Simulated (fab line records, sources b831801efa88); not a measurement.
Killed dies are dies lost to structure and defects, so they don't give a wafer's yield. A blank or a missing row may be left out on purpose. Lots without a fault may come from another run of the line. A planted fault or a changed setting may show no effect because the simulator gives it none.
Which tool did it? | flow sky130 | 11 lots, 33 wafers sampled, at 5 steps of a route of 708

WHAT THE GAUGES READ, wafer by wafer
The record holds no reading of a measuring or inspecting step that can be judged against a usual standard deviation.

WHICH TOOL RAN EACH LOT (tool, then ch and the chambers of the sampled wafers, then the start)
lot  | SKY_LDD_LDN_SOFTBAKE_03           | SKY_LDD_LDN_STRIP_12                 | SKY_POLY_CUT_ETCH_10               | SKY_POLY_CUT_ETCH_11               | SKY_POLY_CUT_STRIP_12
L559 | litho_track-03 ch 0, day 21 15:34 | plasma_asher-02 ch 0,1, day 22 06:20 | rie_diel-04 ch 1,3, day 23 15:22   | rie_diel-04 ch 1,3, day 23 15:24   | plasma_asher-04 ch 0,1, day 23 15:26
L561 | litho_track-03 ch 0, day 22 16:10 | plasma_asher-02 ch 0,1, day 23 07:24 | rie_diel-01 ch 0,1, day 24 16:20   | rie_diel-01 ch 0,1, day 24 16:22   | plasma_asher-04 ch 0,1, day 24 16:26
L562 | litho_track-03 ch 0, day 23 01:08 | plasma_asher-02 ch 0,1, day 23 16:14 | rie_diel-01 ch 1,2,3, day 24 23:47 | rie_diel-01 ch 1,2,3, day 24 23:50 | plasma_asher-01 ch 0,1, day 24 23:52
L567 | litho_track-03 ch 0, day 25 01:02 | plasma_asher-03 ch 0,1, day 25 16:41 | rie_diel-03 ch 0,1,3, day 26 23:17 | rie_diel-03 ch 0,1,3, day 26 23:19 | plasma_asher-01 ch 0,1, day 26 23:22
L566 | litho_track-01 ch 0, day 25 01:35 | plasma_asher-03 ch 0,1, day 25 17:35 | rie_diel-01 ch 0,2, day 27 00:44   | rie_diel-01 ch 0,2, day 27 00:47   | plasma_asher-04 ch 0,1, day 27 00:49
L568 | litho_track-03 ch 0, day 25 15:16 | plasma_asher-02 ch 0,1, day 26 06:14 | rie_diel-01 ch 0,2,3, day 27 13:41 | rie_diel-01 ch 0,2,3, day 27 13:44 | plasma_asher-01 ch 0,1, day 27 13:46
L569 | litho_track-01 ch 0, day 26 01:05 | plasma_asher-01 ch 0,1, day 26 16:38 | rie_diel-01 ch 0,1, day 28 01:17   | rie_diel-01 ch 0,1, day 28 01:20   | plasma_asher-04 ch 0,1, day 28 01:22
L570 | litho_track-03 ch 0, day 26 04:17 | plasma_asher-02 ch 0,1, day 26 20:17 | rie_diel-03 ch 0,1,2, day 28 04:11 | rie_diel-03 ch 0,1,2, day 28 04:13 | plasma_asher-01 ch 0,1, day 28 04:16
L573 | litho_track-03 ch 0, day 27 01:02 | plasma_asher-02 ch 0,1, day 27 17:17 | rie_diel-04 ch 0,1,2, day 29 01:31 | rie_diel-04 ch 0,1,2, day 29 01:33 | plasma_asher-04 ch 0, day 29 01:35
L579 | litho_track-02 ch 0, day 29 00:15 | plasma_asher-02 ch 0, day 29 14:58   | rie_diel-01 ch 0,2,3, day 30 21:43 | rie_diel-01 ch 0,2,3, day 30 21:45 | plasma_asher-04 ch 0,1, day 30 21:47
L580 | litho_track-01 ch 0, day 29 05:49 | plasma_asher-01 ch 0,1, day 29 20:13 | rie_diel-01 ch 0,1,2, day 31 01:31 | rie_diel-01 ch 0,1,2, day 31 01:33 | plasma_asher-02 ch 0,1, day 31 01:35
- SKY_LDD_LDN_SOFTBAKE_03: time 60 s.
- SKY_LDD_LDN_STRIP_12: strips in O2/N2.
- SKY_POLY_CUT_ETCH_10: etches BARC in N2/H2, stops on SiO2, time 45.9 s, target depth 60 nm.
- SKY_POLY_CUT_ETCH_11: etches Si3N4 in CF4/CH2F2/Ar, stops on poly-Si, time 42.5 s, target depth 60 nm.
- SKY_POLY_CUT_STRIP_12: strips in O2/N2.

WHAT THE TOOLS THEMSELVES READ (means of the sampled wafers that have a number; where no wafer has one, the mark that the record gives instead)
SKY_LDD_LDN_SOFTBAKE_03. Usual: heater_power_total_W 56.60 W, standard deviation 0.046; plate_temp_C 90.02 C, standard deviation 0.11.
lot  | tool           | heater_power_total_W (W) | plate_temp_C (C) | flag
L559 | litho_track-03 | 56.60                    | 90.10            |
L561 | litho_track-03 | 56.62                    | 90.09            |
L562 | litho_track-03 | 56.65                    | 90.02            |
L567 | litho_track-03 | 56.62                    | 89.96            |
L566 | litho_track-01 | 56.58                    | 89.98            |
L568 | litho_track-03 | 56.58                    | 90.10            |
L569 | litho_track-01 | 56.59                    | 90.20            |
L570 | litho_track-03 | 54.52                    | 87.71            | OFF
L573 | litho_track-03 | 54.51                    | 87.49            | OFF
L579 | litho_track-02 | 56.58                    | 90.07            |
L580 | litho_track-01 | 56.56                    | 89.96            |

SKY_LDD_LDN_STRIP_12. Usual: drypump_motor_current_A 6.04 A, standard deviation 0.29; oes_product_au 0.715 a.u., standard deviation 0.0047; strip_time_to_endpoint_s 14.32 s, standard deviation 0.034.
lot  | tool            | drypump_motor_current_A (A) | oes_product_au (a.u.) | strip_time_to_endpoint_s (s) | flag
L559 | plasma_asher-02 | 6.14                        | 0.712                 | 14.29                        |
L561 | plasma_asher-02 | 6.18                        | 0.714                 | 14.33                        |
L562 | plasma_asher-02 | 6.13                        | 0.711                 | 14.33                        |
L567 | plasma_asher-03 | 6.08                        | 0.713                 | 14.29                        |
L566 | plasma_asher-03 | 5.85                        | 0.709                 | 14.29                        |
L568 | plasma_asher-02 | 6.18                        | 0.715                 | 14.33                        |
L569 | plasma_asher-01 | 5.77                        | 0.712                 | 14.30                        |
L570 | plasma_asher-02 | 6.17                        | 0.715                 | 14.43                        | OFF
L573 | plasma_asher-02 | 6.17                        | 0.715                 | 14.42                        |
L579 | plasma_asher-02 | 6.09                        | 0.715                 | 14.29                        |
L580 | plasma_asher-01 | 6.03                        | 0.715                 | 14.35                        |

SKY_POLY_CUT_ETCH_10. Usual: drypump_motor_current_A 5.7 A, standard deviation 0.35; oes_product_au 0.855 a.u., standard deviation 0.005; throttle_valve_pct 13.225 %, standard deviation 0.0093.
lot  | tool        | drypump_motor_current_A (A) | oes_product_au (a.u.) | throttle_valve_pct (%) | flag
L559 | rie_diel-04 | 6.2                         | 0.860                 | 13.220                 |
L561 | rie_diel-01 | 5.7                         | 0.853                 | 13.223                 |
L562 | rie_diel-01 | 5.5                         | 0.855                 | 13.230                 |
L567 | rie_diel-03 | 5.7                         | 0.851                 | 13.229                 |
L566 | rie_diel-01 | 5.8                         | 0.855                 | 13.224                 |
L568 | rie_diel-01 | 5.6                         | 0.855                 | 13.223                 |
L569 | rie_diel-01 | 5.7                         | 0.856                 | 13.228                 |
L570 | rie_diel-03 | 5.8                         | 0.856                 | 13.220                 |
L573 | rie_diel-04 | 6.1                         | 0.855                 | 13.232                 |
L579 | rie_diel-01 | 5.6                         | 0.856                 | 13.227                 |
L580 | rie_diel-01 | 5.8                         | 0.853                 | 13.234                 |

SKY_POLY_CUT_ETCH_11. Usual: drypump_motor_current_A 5.7 A, standard deviation 0.35; oes_product_au 0.833 a.u., standard deviation 0.0061; throttle_valve_pct 14.995 %, standard deviation 0.0094.
lot  | tool        | drypump_motor_current_A (A) | oes_product_au (a.u.) | throttle_valve_pct (%) | flag
L559 | rie_diel-04 | 6.1                         | 0.830                 | 14.993                 |
L561 | rie_diel-01 | 5.7                         | 0.837                 | 14.994                 |
L562 | rie_diel-01 | 5.5                         | 0.839                 | 15.002                 |
L567 | rie_diel-03 | 5.7                         | 0.839                 | 14.991                 |
L566 | rie_diel-01 | 5.8                         | 0.828                 | 14.984                 |
L568 | rie_diel-01 | 5.6                         | 0.839                 | 14.993                 |
L569 | rie_diel-01 | 5.7                         | 0.838                 | 14.995                 |
L570 | rie_diel-03 | 5.8                         | 0.833                 | 14.998                 |
L573 | rie_diel-04 | 6.1                         | 0.829                 | 15.000                 |
L579 | rie_diel-01 | 5.6                         | 0.826                 | 14.996                 |
L580 | rie_diel-01 | 5.8                         | 0.827                 | 14.988                 |

SKY_POLY_CUT_STRIP_12. Usual: drypump_motor_current_A 5.8 A, standard deviation 0.36; oes_product_au 0.453 a.u., standard deviation 0.0046; strip_time_to_endpoint_s 5.357 s, standard deviation 0.018.
lot  | tool            | drypump_motor_current_A (A) | oes_product_au (a.u.) | strip_time_to_endpoint_s (s) | flag
L559 | plasma_asher-04 | 5.5                         | 0.451                 | 5.368                        |
L561 | plasma_asher-04 | 5.5                         | 0.454                 | 5.373                        |
L562 | plasma_asher-01 | 5.8                         | 0.453                 | 5.360                        |
L567 | plasma_asher-01 | 6.0                         | 0.456                 | 5.340                        |
L566 | plasma_asher-04 | 5.7                         | 0.450                 | 5.346                        |
L568 | plasma_asher-01 | 6.0                         | 0.452                 | 5.356                        |
L569 | plasma_asher-04 | 5.5                         | 0.456                 | 5.378                        |
L570 | plasma_asher-01 | 5.8                         | 0.452                 | 5.348                        |
L573 | plasma_asher-04 | 5.9                         | 0.453                 | 5.370                        |
L579 | plasma_asher-04 | 5.7                         | 0.456                 | 5.350                        |
L580 | plasma_asher-02 | 6.1                         | 0.458                 | 5.338                        |

THE ANSWER, worked out from the rows above alone
Rule: a lot is off if the mean of its wafers that have a number lies more than 3 standard deviations from the usual mean. A lot without any number at a reading at which 4 lots or more have one is off too. The other lots that the step has rows for count as sound. The gauges are gone through in route order, then the tools' own readings, and for those a lot's mean is taken as printed above. The first step at which some lot is off is used, and at that step the reading that is off furthest; a lot without a number counts as furthest.
Off: L570, L573, at SKY_LDD_LDN_SOFTBAKE_03 (heater_power_total_W).
A tool fits if, at that step or a process step before it, it ran every lot that is off, and no sound lot after the first of them. One fits: litho_track-03 at SKY_LDD_LDN_SOFTBAKE_03. Its last sound lot is L568 (day 25 15:16), its first lot that is off L570 (day 26 04:17): a fault that began between those two fits.
The tool's own readings at SKY_LDD_LDN_SOFTBAKE_03 bear it out: on the lots that are off they differ by more than 5 times the standard deviation of the sound lots' means. heater_power_total_W reads 54.52 W there against 56.60 W on the sound lots; plate_temp_C reads 87.60 C there against 90.05 C on the sound lots.

WHAT THE SIMULATOR HAD PUT IN
Process parameter drift: litho_track-03, from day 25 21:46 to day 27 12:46, at SKY_LDD_LDN_SOFTBAKE_03. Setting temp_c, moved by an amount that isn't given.
Lots struck among those shown: L570, L573. The rule above found the same.
